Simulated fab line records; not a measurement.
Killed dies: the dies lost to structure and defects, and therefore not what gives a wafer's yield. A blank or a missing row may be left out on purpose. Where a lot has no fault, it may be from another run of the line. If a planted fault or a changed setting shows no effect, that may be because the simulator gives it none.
2 desks looking at one fault | flow sfq-line | numbers are kept per desk, each desk with only its own; the story behind them comes last

## DESK OF THE TOOL OWNER: pvd-sputter-04
The tool's own readings at SFQ_TRILAYER_M3_DEP_SPUTTER_073 (material Nb, target thk 200 nm, time 133.3 s): means of the sampled wafers that have a number, for each lot that ran on this tool. The brackets show how far a lot's mean lies from the usual mean; more than 4 standard deviations puts the lot out of limits, marked OUT.
Columns: A = cathode-dc-power-W at SFQ_TRILAYER_M3_DEP_SPUTTER_073, usual 2000.0 W; B = throttle-valve-pct at SFQ_TRILAYER_M3_DEP_SPUTTER_073, usual 30.5 %
lot  | first seen here | A      | B
L782 | day 30 06:53    | 1999.7 | 30.4
L783 | day 30 13:05    | 2000.1 | 31.0
L785 | day 31 04:12    | 1999.8 | 30.5
L792 | day 33 21:53    | 1999.8 | 31.3
L793 | day 34 06:16    | 1999.6 | 30.0
L800 | day 37 23:04    | 2000.1 | 31.0
L802 | day 38 13:36    | 2000.0 | 31.0
L804 | day 39 14:55    | 1999.8 | 31.0
Finding of this desk: none of the 8 lots has anything out of limits.

## FROM THE METROLOGY DESK
Lot by lot, what the gauges showed, no matter which tool ran the lot: averages of those sampled wafers that carry a number. The brackets show how far a lot's mean lies from the usual mean; more than 4 standard deviations puts the lot out of limits, marked OUT.
Columns: A = M3_NB_RS at SFQ_M3_RS_MEAS_919, usual 0.891 ohm/sq; B = I6_BOW at SFQ_I6_BOW_MEAS_941, usual 6 um; C = I6_OVL at SFQ_I6_OVL_MEAS_942, usual -2 nm
lot  | first seen here | A     | B  | C
L782 | day 30 06:59    | 0.896 | 2  | -5
L783 | day 30 13:11    | 0.885 | 9  | 5
L784 | day 30 22:47    | 0.892 | -8 | 5
L785 | day 31 04:20    | 0.888 | 16 | -1
L792 | day 33 21:58    | 0.899 | -7 | -2
L793 | day 34 06:24    | 0.917 | 14 | -7
L795 | day 35 13:43    | 0.887 | 23 | -3
L798 | day 37 04:16    | 0.893 | 18 | -6
L799 | day 37 13:50    | 0.904 | 14 | -3
L800 | day 37 23:10    | 0.907 | 5  | -4
L801 | day 38 12:31    | 0.900 | 16 | 0
L802 | day 38 13:41    | 0.907 | 2  | -1
L803 | day 39 05:19    | 0.889 | 4  | 5
L804 | day 39 15:03    | 0.897 | 5  | -10
Finding of this desk: none of the 14 lots has anything out of limits.

## ALL TOGETHER
The tool owner's desk saw nothing out of limits.
Metrology desk: nothing out of limits seen.

## WHAT THE SIMULATOR HAD INSERTED
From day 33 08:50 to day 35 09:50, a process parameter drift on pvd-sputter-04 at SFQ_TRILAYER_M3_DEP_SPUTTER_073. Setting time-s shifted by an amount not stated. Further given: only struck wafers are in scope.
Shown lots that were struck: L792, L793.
